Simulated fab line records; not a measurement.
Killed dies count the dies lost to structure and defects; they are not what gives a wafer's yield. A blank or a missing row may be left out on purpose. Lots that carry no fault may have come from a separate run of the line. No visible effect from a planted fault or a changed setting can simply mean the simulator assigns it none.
Chamber matching ; flow gf180mcu ; 3 sister chambers for GF_SAB_CVD_00 on pecvd-03
The step deposits SiO2 from TEOS, target thk 50 nm, time 4.9302 s. 14 wafers are shown with their chamber, then 7 later ones without.

== EACH WAFER AND ITS CHAMBER ==
wafer;chamber;heaterPowerW (W)
L176.1;2;741
L176.2;1;749
L176.5;0;641
L180.1;1;711
L180.2;0;689
L180.5;2;748
L184.1;2;643
L184.4;0;690
L184.5;0;685
L190.2;1;755
L190.5;0;647
L190.6;1;766
L191.1;0;592
L191.2;1;698

SIGNATURES (means of the wafers above)
reading;chamber 0;chamber 1;chamber 2;scatter within a chamber
heaterPowerW;657.33;735.80;710.67;40.3
Rule: a wafer's distance from a chamber is the root of the sum, over the readings, of the square of ((its reading less the chamber's mean) divided by the reading's scatter). The wafer belongs to the nearest chamber; if the next one is less than 2 further off, it can't be placed. The scatter: the root of (the sum of the squares of (reading less its chamber's mean) over the shown wafers, divided by (wafers less chambers)).

== WAFERS WITHOUT THEIR CHAMBER ==
wafer;heaterPowerW (W)
L191.6;596
L193.2;678
L193.3;808
L193.5;817
L195.2;736
L195.5;741
L195.6;700

== THE CHAMBER EACH PASSED THROUGH ==
wafer;from the rows above;in truth
L191.6;can't be placed: 0 or 2 or 1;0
L193.2;can't be placed: 0 or 2 or 1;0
L193.3;can't be placed: 1 or 2 or 0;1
L193.5;can't be placed: 1 or 2 or 0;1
L195.2;can't be placed: 1 or 2 or 0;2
L195.5;can't be placed: 1 or 2 or 0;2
L195.6;can't be placed: 2 or 1 or 0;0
Correct placement for 0 of the 7. Can't be placed from these rows: 7 (the true chamber is among the candidates in 7). Placed wrongly: 0.
